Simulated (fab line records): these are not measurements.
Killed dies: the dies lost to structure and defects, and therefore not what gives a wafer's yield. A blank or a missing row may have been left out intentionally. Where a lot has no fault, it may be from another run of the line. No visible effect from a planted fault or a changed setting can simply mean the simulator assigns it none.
Which tool is to blame? + flow gf180mcu + 13 lots, 39 wafers sampled, at 6 steps of a route of 602

WHAT THE GAUGES READ, wafer by wafer
GF_MVSD_TW_MEAS_11.
| lot  | measured     | on            | MVSD_TW        |
|------|--------------|---------------|----------------|
| L271 | day 4 10:25  | film metro-03 | 1568 1568 1573 |
| L272 | day 4 16:02  | film metro-04 | 1574 1585 1577 |
| L273 | day 4 21:14  | film metro-04 | 1582 1576 1575 |
| L274 | day 5 03:07  | film metro-03 | 1551 1546 1553 |
| L276 | day 5 16:01  | film metro-03 | 1560 1557 1547 |
| L277 | day 5 21:04  | film metro-01 | 1609 1613 1603 |
| L282 | day 7 05:37  | film metro-01 | 1770 1783 1784 |
| L283 | day 7 10:01  | film metro-04 | 1787 1775 1777 |
| L284 | day 7 14:29  | film metro-01 | 1602 1618 1610 |
| L286 | day 8 04:37  | film metro-03 | 1555 1557 1562 |
| L292 | day 9 12:12  | film metro-03 | 1557 1560 1553 |
| L293 | day 9 18:29  | film metro-01 | 1610 1608 1601 |
| L294 | day 10 00:50 | film metro-01 | 1610 1613 1603 |

GF_VT_IMPLANT_RS_MEAS_46: uses a four-point probe to measure.
| lot  | measured     | on            | MVSD_RS (ohm/sq)  |
|------|--------------|---------------|-------------------|
| L271 | day 7 13:43  | film metro-03 | 457.6 458.3 455.8 |
| L272 | day 7 18:27  | film metro-04 | 455.1 454.8 455.6 |
| L273 | day 8 01:51  | film metro-04 | 456.2 453.7 455.6 |
| L274 | day 8 09:31  | film metro-04 | 454.9 455.6 455.2 |
| L276 | day 8 22:44  | film metro-01 | 456.6 458.1 456.3 |
| L277 | day 9 05:25  | film metro-01 | 457.0 457.8 456.2 |
| L282 | day 10 18:14 | film metro-03 | - - -             |
| L283 | day 10 22:37 | film metro-03 | - - -             |
| L284 | day 11 03:29 | film metro-01 | 454.5 455.3 456.2 |
| L286 | day 11 19:56 | film metro-01 | 458.2 457.2 456.4 |
| L292 | day 13 04:29 | film metro-03 | 456.0 457.5 456.7 |
| L293 | day 13 12:40 | film metro-01 | 454.8 455.5 454.7 |
| L294 | day 13 19:32 | film metro-01 | 455.8 455.6 455.2 |

GF_V1_RS_MEAS_24: uses a four-point probe to measure.
| lot  | measured     | on            | V1_W_RS (ohm/sq)  |
|------|--------------|---------------|-------------------|
| L271 | day 17 21:12 | film metro-04 | 0.328 0.325 0.324 |
| L272 | day 18 00:50 | film metro-02 | 0.325 0.332 0.335 |
| L273 | day 18 11:45 | film metro-01 | 0.326 0.326 0.324 |
| L274 | day 19 04:47 | film metro-02 | 0.326 0.325 0.327 |
| L276 | day 20 01:17 | film metro-04 | 0.329 0.337 0.328 |
| L277 | day 20 15:47 | film metro-04 | 0.327 0.327 0.326 |
| L282 | day 23 00:19 | film metro-02 | 0.323 0.331 0.326 |
| L283 | day 23 01:16 | film metro-02 | 0.329 0.329 0.329 |
| L284 | day 23 11:05 | film metro-01 | 0.330 0.332 0.325 |
| L286 | day 24 06:01 | film metro-04 | 0.329 0.325 0.323 |
| L292 | day 25 11:43 | film metro-02 | 0.325 0.327 0.323 |
| L293 | day 25 18:59 | film metro-04 | 0.325 0.319 0.320 |
| L294 | day 26 03:32 | film metro-02 | 0.328 0.331 0.327 |

WHAT TOOL EACH LOT RAN ON (gives the tool, then ch and the chambers of the sampled wafers, and finally the start)
| lot  | GF_MVSD_IMPLANT_08              | GF_M1_SPUTTER_01             | GF_V1_CVD_23                  |
|------|---------------------------------|------------------------------|-------------------------------|
| L271 | implanter-02 ch 0, day 4 10:01  | pvd sputter-01, day 15 20:53 | cvd w-01 ch 0,1, day 17 21:05 |
| L272 | implanter-02 ch 0, day 4 15:38  | pvd sputter-04, day 15 23:59 | cvd w-02 ch 0,1, day 18 00:42 |
| L273 | implanter-02 ch 0, day 4 20:50  | pvd sputter-03, day 16 09:31 | cvd w-01 ch 0, day 18 11:32   |
| L274 | implanter-04 ch 0, day 5 02:43  | pvd sputter-03, day 17 02:10 | cvd w-01 ch 0,1, day 19 04:41 |
| L276 | implanter-03 ch 0, day 5 15:38  | pvd sputter-03, day 17 23:05 | cvd w-01 ch 0,1, day 20 01:08 |
| L277 | implanter-04 ch 0, day 5 20:40  | pvd sputter-01, day 18 13:28 | cvd w-01 ch 0,1, day 20 15:41 |
| L282 | implanter-03 ch 0, day 7 05:13  | pvd sputter-01, day 20 22:49 | cvd w-02 ch 0,1, day 23 00:11 |
| L283 | implanter-03 ch 0, day 7 09:37  | pvd sputter-03, day 20 23:43 | cvd w-01 ch 0,1, day 23 01:09 |
| L284 | implanter-02 ch 0, day 7 14:05  | pvd sputter-04, day 21 09:28 | cvd w-02 ch 0,1, day 23 10:56 |
| L286 | implanter-02 ch 0, day 8 04:14  | pvd sputter-04, day 22 06:16 | cvd w-02 ch 0,1, day 24 05:52 |
| L292 | implanter-02 ch 0, day 9 11:50  | pvd sputter-01, day 23 12:34 | cvd w-02 ch 0,1, day 25 11:34 |
| L293 | implanter-02 ch 0, day 9 18:07  | pvd sputter-04, day 23 20:35 | cvd w-01 ch 0,1, day 25 18:52 |
| L294 | implanter-04 ch 0, day 10 00:27 | pvd sputter-01, day 24 05:20 | cvd w-02 ch 0, day 26 03:23   |
- GF_MVSD_IMPLANT_08
- GF_M1_SPUTTER_01: material TiN, target thk 30 nm, time 25 s.
- GF_V1_CVD_23: deposits W, target thk 350 nm, time 105.05 s.

WHAT THE TOOLS THEMSELVES READ (means of the sampled wafers that have a number; where no wafer has one, the mark that the record gives instead)
GF_MVSD_IMPLANT_08.
| lot  | tool         | tilt deg (degrees) |
|------|--------------|--------------------|
| L271 | implanter-02 | 0.005              |
| L272 | implanter-02 | -0.002             |
| L273 | implanter-02 | 0.006              |
| L274 | implanter-04 | -0.001             |
| L276 | implanter-03 | 0.006              |
| L277 | implanter-04 | 0.007              |
| L282 | implanter-03 | 13.843             |
| L283 | implanter-03 | 13.856             |
| L284 | implanter-02 | 0.007              |
| L286 | implanter-02 | 0.005              |
| L292 | implanter-02 | -0.016             |
| L293 | implanter-02 | 0.017              |
| L294 | implanter-04 | -0.006             |

GF_M1_SPUTTER_01.
| lot  | tool           | throttle valve pct (%) |
|------|----------------|------------------------|
| L271 | pvd sputter-01 | 30.2                   |
| L272 | pvd sputter-04 | 29.9                   |
| L273 | pvd sputter-03 | 28.9                   |
| L274 | pvd sputter-03 | 30.4                   |
| L276 | pvd sputter-03 | 29.8                   |
| L277 | pvd sputter-01 | 29.9                   |
| L282 | pvd sputter-01 | 30.4                   |
| L283 | pvd sputter-03 | 29.7                   |
| L284 | pvd sputter-04 | 30.2                   |
| L286 | pvd sputter-04 | 30.5                   |
| L292 | pvd sputter-01 | 29.3                   |
| L293 | pvd sputter-04 | 29.7                   |
| L294 | pvd sputter-01 | 29.5                   |

GF_V1_CVD_23.
| lot  | tool     | heater power w (W) |
|------|----------|--------------------|
| L271 | cvd w-01 | 886                |
| L272 | cvd w-02 | 826                |
| L273 | cvd w-01 | 925                |
| L274 | cvd w-01 | 897                |
| L276 | cvd w-01 | 919                |
| L277 | cvd w-01 | 895                |
| L282 | cvd w-02 | 921                |
| L283 | cvd w-01 | 921                |
| L284 | cvd w-02 | 921                |
| L286 | cvd w-02 | 836                |
| L292 | cvd w-02 | 833                |
| L293 | cvd w-01 | 950                |
| L294 | cvd w-02 | 755                |

THE ANSWER, worked out from the rows above alone
Rule: the lots themselves supply what counts as usual. Put in order of their means at a reading, lots are off if they are a third of the lots or fewer, leave a main group of 4 or more, and stand apart from it by a gap of 3 or more times the standard deviation of the main group's means; of several such gaps the widest counts. Not used: any main group whose means are identical at the precision the tables above print for the reading. Also off: a lot with no number at a reading for which 4 or more lots have one. The other lots that the step has rows for count as sound. After the gauges, taken in route order, come the tools' own readings; for these a lot's mean is taken, as printed above. At the first step where some lot is off, the reading lying furthest off is the one used; lots without a number count as furthest.
Off: L282, L283, seen at GF_MVSD_TW_MEAS_11 (MVSD_TW). The main group: mean 1580, standard deviation 23.
A tool fits if, at a process step before that reading, it ran every lot that is off, and no sound lot after the first of them. Not tried: the gauges at GF_MVSD_TW_MEAS_11; whatever is off there is also off at GF_VT_IMPLANT_RS_MEAS_46, on other tools, and gauge error can't account for it. One fits: GF_MVSD_IMPLANT_08 on implanter-03. Its last sound lot is L276 (day 5 15:38), its first lot that is off L282 (day 7 05:13): a fault that began between those two fits.
The tool's own readings at GF_MVSD_IMPLANT_08 bear it out: on the lots that are off they differ by more than 5 times the standard deviation of the sound lots' means. tilt deg reads 13.849 degrees there against 0.003 degrees on the sound lots.

WHAT HAD BEEN PUT IN BY THE SIMULATOR
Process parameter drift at GF_MVSD_IMPLANT_08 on implanter-03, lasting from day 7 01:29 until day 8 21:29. From 0, the setting tilt deg moved by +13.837. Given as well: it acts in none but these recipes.
Shown lots that were struck: L282, L283. The rule above found the same.
